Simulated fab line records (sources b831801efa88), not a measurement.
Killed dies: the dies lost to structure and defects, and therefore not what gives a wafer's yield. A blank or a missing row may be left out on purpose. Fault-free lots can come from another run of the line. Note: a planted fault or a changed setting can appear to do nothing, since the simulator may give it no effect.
fab line records | flow sky130
record: lots: 15 wafers: 45 last-day: 50
route steps=708 shown CONTACT@421 METAL1@447
lots with no fault: from the same line, run without faults
start-h: hours from the record's first day to the start of the lot's first wafer shown | wait-h: hours from the lot's prior step to this one | " the same as in the row above | L1.1+2: a row that stands for several wafers | - either no value or no given start | * or withheld: withheld | < > ~ a bound
route shown NAME@n: NAME is a module with steps in the file, n the number in the route of the first one | usual: mean/standard deviation taken from wafers without a fault | same: alike in all rows | chamber/n: place in a boat | sites: each site's reading | _std_site: the standard deviation of these | _edge_site: outer sites' mean less inner sites' | radius-mm: for every site, how far away it sits from the centre of the wafer | mask NAME#n: copy n | behind: tool/chamber where the wafer was last shaped | hold: why the lot was held/for how many hours/how that ended | device: the n, p or np transistor that did not switch | end of line: the route-end tests of the same wafers | for a step that has no rows: nothing shown but its recipe | killed: the dies lost at the first sort to structure and to defects; this is not the yield of the wafer | map: per-die view of a wafer (x killed, . not killed, _ where there is no die)
set.NAME: the setting that was run; set.NAME@STEP: the one run at that earlier step | model.NAME: the simulator's own value behind a step, which no gauge read
one table for each step of the route and one row for each wafer, over a sample of lots
services: the hour from which a tool's chamber was out of use, counted from the record's first day as start-h (under 0 if before that day), plus the number of hours and why
== steps ==
step: SKY_CONTACT_OVL_MEAS_15
usual: CONTACT_OVL: -2/4.6
columns lot.wafer tool chamber start-h wait-h CONTACT_OVL[nm]
L573.1 overlay-02 - 730.97 0.1 -4
L573.2 " - " " -4
L573.5 " - " " 2
L574.1 overlay-02 - 733.00 0.1 -2
L574.4 " - " " 0
L574.5 " - " " -8
L575.1 overlay-01 - 752.92 0.1 0
L575.3 " - " " -2
L575.5 " - " " 5
L576.1 overlay-02 - 766.13 0.1 1
L576.4 " - " " 0
L576.5 " - " " -1
L578.2 overlay-02 - 780.97 0.1 2
L578.4 " - " " -5
L578.5 " - " " -1
L581.1 overlay-01 - 800.00 0.1 4
L581.3 " - " " -5
L581.5 " - " " -5
L582.1 overlay-02 - 801.02 0.1 -2
L582.5 " - " " -1
L582.6 " - " " 6
L584.1 overlay-02 - 823.70 0.1 -3
L584.3 " - " " -1
L584.4 " - " " 0
L585.1 overlay-02 - 829.30 0.1 4
L585.2 " - " " -7
L585.6 " - " " -2
L586.1 overlay-01 - 845.38 0.1 -6
L586.2 " - " " -4
L586.4 " - " " -1
L587.2 overlay-02 - 846.92 0.1 1
L587.3 " - " " -7
L587.6 " - " " 3
L588.3 overlay-02 - 853.49 0.1 -6
L588.4 " - " " -1
L588.5 " - " " 3
L589.2 overlay-01 - 863.19 0.1 7
L589.3 " - " " -1
L589.4 " - " " 1
L595.1 overlay-02 - 902.54 0.1 4
L595.3 " - " " 2
L595.6 " - " " 6
L596.1 overlay-02 - 906.62 0.1 3
L596.2 " - " " -2
L596.4 " - " " 4
step: SKY_CONTACT_STRIP_19
recipe: chemistry: O2/N2 power-w: 1400 pressure-mtorr: 1500 platen-temp-c: withheld o2-flow-sccm: 3000 n2-flow-sccm: 300 overash-fraction: 0.5
usual: drypump-motor-current-A: 5.6/0.52 oes-product-au: 0.380/0.0042 strip-time-to-endpoint-s: 3.61/0.037
columns lot.wafer tool chamber start-h wait-h drypump-motor-current-A oes-product-au rf-hours-counter-h strip-time-to-endpoint-s
L573.1 plasma-asher-03 0 731.13 - 6.5 0.383 30 3.66
L573.2 " 1 " " 5.0 0.375 30 3.61
L573.5 " 0 " " 6.5 0.378 - 3.64
L574.1 plasma-asher-02 0 733.17 - 5.7 0.378 92 3.59
L574.4 " 1 " " 5.5 0.388 - 3.58
L574.5 " 0 " " 5.7 0.385 - 3.61
L575.1 plasma-asher-03 0 753.08 - 6.5 0.377 33 3.57
L575.3 " 0 " " 6.5 0.379 - 3.58
L575.5 " 0 " " 6.5 0.378 - 3.59
L576.1 plasma-asher-04 0 766.30 - 5.1 0.380 2 3.58
L576.4 " 1 " " 5.7 0.383 - 3.65
L576.5 " 0 " " 5.1 0.382 - 3.61
L578.2 plasma-asher-04 0 781.13 - 5.1 0.375 3 3.61
L578.4 " 0 " " 5.1 0.378 - 3.59
L578.5 " 0 " " 5.1 0.377 - 3.59
L581.1 plasma-asher-04 1 800.17 - 5.7 0.375 5 3.66
L581.3 " 0 " " 5.1 0.383 - 3.61
L581.5 " 1 " " 5.7 0.383 - 3.63
L582.1 plasma-asher-02 1 801.18 - 5.4 0.383 99 3.62
L582.5 " 1 " " 5.5 0.381 - 3.61
L582.6 " 0 " " 5.7 0.383 - 3.61
L584.1 plasma-asher-03 0 823.87 - 6.5 0.378 40 3.63
L584.3 " 0 " " 6.5 0.365 - 3.54
L584.4 " 1 " " 5.0 0.381 - 3.57
L585.1 plasma-asher-02 0 829.47 - 5.7 0.375 102 3.61
L585.2 " 1 " " 5.5 0.375 102 3.59
L585.6 " 0 " " 5.7 0.379 - 3.60
L586.1 plasma-asher-02 0 845.55 - 5.7 0.371 103 3.61
L586.2 " 1 " " 5.5 0.384 103 3.61
L586.4 " 1 " " 5.5 0.373 - 3.65
L587.2 plasma-asher-02 0 847.08 - 5.7 0.384 103 3.61
L587.3 " 0 " " 5.7 0.386 - 3.68
L587.6 " 1 " " 5.5 0.379 - 3.65
L588.3 plasma-asher-04 1 853.68 - 5.7 0.389 - 3.69
L588.4 " 0 " " 5.1 0.383 - 3.62
L588.5 " 0 " " 5.1 0.379 - 3.62
L589.2 plasma-asher-02 0 863.35 - 5.7 0.380 105 3.65
L589.3 " 0 " " 5.7 0.374 - 3.67
L589.4 " 1 " " 5.5 0.384 - 3.65
L595.1 plasma-asher-04 1 902.71 - 5.7 0.374 15 3.61
L595.3 " 0 " " 5.1 0.385 - 3.62
L595.6 " 1 " " 5.7 0.377 - 3.61
L596.1 plasma-asher-03 0 906.79 - 6.5 0.382 48 3.58
L596.2 " 1 " " 5.0 0.382 48 3.54
L596.4 " 1 " " 5.0 0.379 - 3.58
step: SKY_CONTACT_RS_MEAS_25
recipe: thk-meas-gauge: four-point-probe reads: W_of_CONTACT_CVD_24+TiN_of_CONTACT_SPUTTER_23
usual: CONTACT_W_RS: 0.337/0.0054
columns lot.wafer tool chamber start-h wait-h CONTACT_W_RS[ohm/sq]
L573.1 film-metro-01 - 731.91 0.1 0.338
L573.2 " - " " 0.341
L573.5 " - " " 0.337
L574.1 film-metro-01 - 733.98 0.1 0.333
L574.4 " - " " 0.335
L574.5 " - " " 0.330
L575.1 film-metro-02 - 753.89 0.1 0.325
L575.3 " - " " 0.329
L575.5 " - " " 0.339
L576.1 film-metro-03 - 767.07 0.1 0.339
L576.4 " - " " 0.339
L576.5 " - " " 0.340
L578.2 film-metro-03 - 781.93 0.1 0.337
L578.4 " - " " 0.335
L578.5 " - " " 0.335
L581.1 film-metro-03 - 801.29 0.1 0.335
L581.3 " - " " 0.344
L581.5 " - " " 0.344
L582.1 film-metro-03 - 802.39 0.1 0.325
L582.5 " - " " 0.340
L582.6 " - " " 0.334
L584.1 film-metro-02 - 824.68 0.1 0.343
L584.3 " - " " 0.339
L584.4 " - " " 0.338
L585.1 film-metro-03 - 830.38 0.2 0.344
L585.2 " - " " 0.344
L585.6 " - " " 0.342
L586.1 film-metro-02 - 846.33 0.1 0.336
L586.2 " - " " 0.345
L586.4 " - " " 0.341
L587.2 film-metro-03 - 847.87 0.1 0.335
L587.3 " - " " 0.335
L587.6 " - " " 0.332
L588.3 film-metro-03 - 854.45 0.1 0.345
L588.4 " - " " 0.337
L588.5 " - " " 0.338
L589.2 film-metro-01 - 864.13 0.1 0.330
L589.3 " - " " 0.339
L589.4 " - " " 0.328
L595.1 film-metro-02 - 903.51 0.1 0.340
L595.3 " - " " 0.336
L595.6 " - " " 0.334
L596.1 film-metro-02 - 907.56 0.1 0.342
L596.2 " - " " 0.335
L596.4 " - " " 0.341
step: SKY_METAL1_PEB_13
recipe: peb-temp-c: withheld peb-time-s: withheld resist: KrF-thick
usual: chill-plate-temp-C: * exhaust-pa: 44.8/0.89
columns lot.wafer tool chamber start-h wait-h chill-plate-temp-C exhaust-pa
L573.1 litho-track-02 0 759 - * 44.4
L573.2 " 0 " " * 43.5
L573.5 " 0 " " * 44.1
L574.1 litho-track-04 0 761 - * 45.0
L574.4 " 0 762 - * 44.7
L574.5 " 0 " " * 44.4
L575.1 litho-track-04 0 781 - * 45.2
L575.3 " 0 " " * 43.8
L575.5 " 0 " " * 45.8
L576.1 litho-track-02 0 794 - * 43.8
L576.4 " 0 " " * 44.4
L576.5 " 0 " " * 44.2
L578.2 litho-track-04 0 808 - * 44.3
L578.4 " 0 809 - * 44.9
L578.5 " 0 " " * 45.3
L581.1 litho-track-01 0 828 - * 44.7
L581.3 " 0 " " * 47.4
L581.5 " 0 " " * 45.7
L582.1 litho-track-02 0 829 - * 45.2
L582.5 " 0 " " * 44.6
L582.6 " 0 " " * 44.6
L584.1 litho-track-04 0 851 - * 44.4
L584.3 " 0 " " * 44.7
L584.4 " 0 " " * 45.1
L585.1 litho-track-04 0 856 - * 45.2
L585.2 " 0 " " * 45.8
L585.6 " 0 " " * 45.6
L586.1 litho-track-04 - 872 - - -
L586.2 " - " " - -
L586.4 " - " " - -
L587.2 litho-track-02 - 874 - - -
L587.3 " - " " - -
L587.6 " - " " - -
L588.3 litho-track-01 - 880 - - -
L588.4 " - " " - -
L588.5 " - " " - -
L589.2 litho-track-01 0 890 - * 44.1
L589.3 " 0 " " * 43.7
L589.4 " 0 " " * 43.6
L595.1 litho-track-01 0 928 - * 45.9
L595.3 " 0 929 - * 45.6
L595.6 " 0 " " * 45.8
L596.1 litho-track-04 0 933 - * 43.5
L596.2 " 0 " " * 44.1
L596.4 " 0 " " * 44.0
== services ==
columns tool chamber start-h hours kind
plasma-asher-04 - 733.75 9.0 pm
plasma-asher-04 0 733.75 9.0 vent-cycle
plasma-asher-04 1 733.75 9.0 vent-cycle
plasma-asher-04 0 742.75 - clean
plasma-asher-04 1 742.75 - clean
plasma-asher-02 - 757.50 0.7 repair
litho-track-01 - 780.07 - consumable-replace:filter
plasma-asher-02 - 804.33 2.8 pm
plasma-asher-03 - 846.78 0.9 repair
plasma-asher-04 - 850.34 1.8 repair
plasma-asher-02 - 889.13 4.6 repair
== key ==
first-sign: step: SKY_METAL1_PEB_13 reading: tool-record direction: missing
effect none on later readings
met-at SKY_METAL1_PEB_13
struck-lots L586,L587,L588
later-rows-left-out L586.1,L586.2,L586.4,L587.2,L587.3,L587.6,L588.3,L588.4,L588.5
sort-left-out L586.1,L586.2,L586.4,L587.2,L587.3,L587.6,L588.3,L588.4,L588.5
not-acting-at SKY_CONTACT_OVL_MEAS_15,SKY_CONTACT_STRIP_19,SKY_CONTACT_RS_MEAS_25
onset-between 856 872
fault: kind: skipped-step-whole tool: litho-track-01,litho-track-02,litho-track-04 chamber: - onset-h: 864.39 steps: SKY_METAL1_PEB_13 scope: struck-lots-only
sort-left-out: the simulated sort isn't trusted on such a fault, so these wafers' sort isn't shown, and their yield isn't known
later-rows-left-out: the simulator's readings of these wafers behind a module that went badly wrong aren't trusted and aren't shown, but for the sort
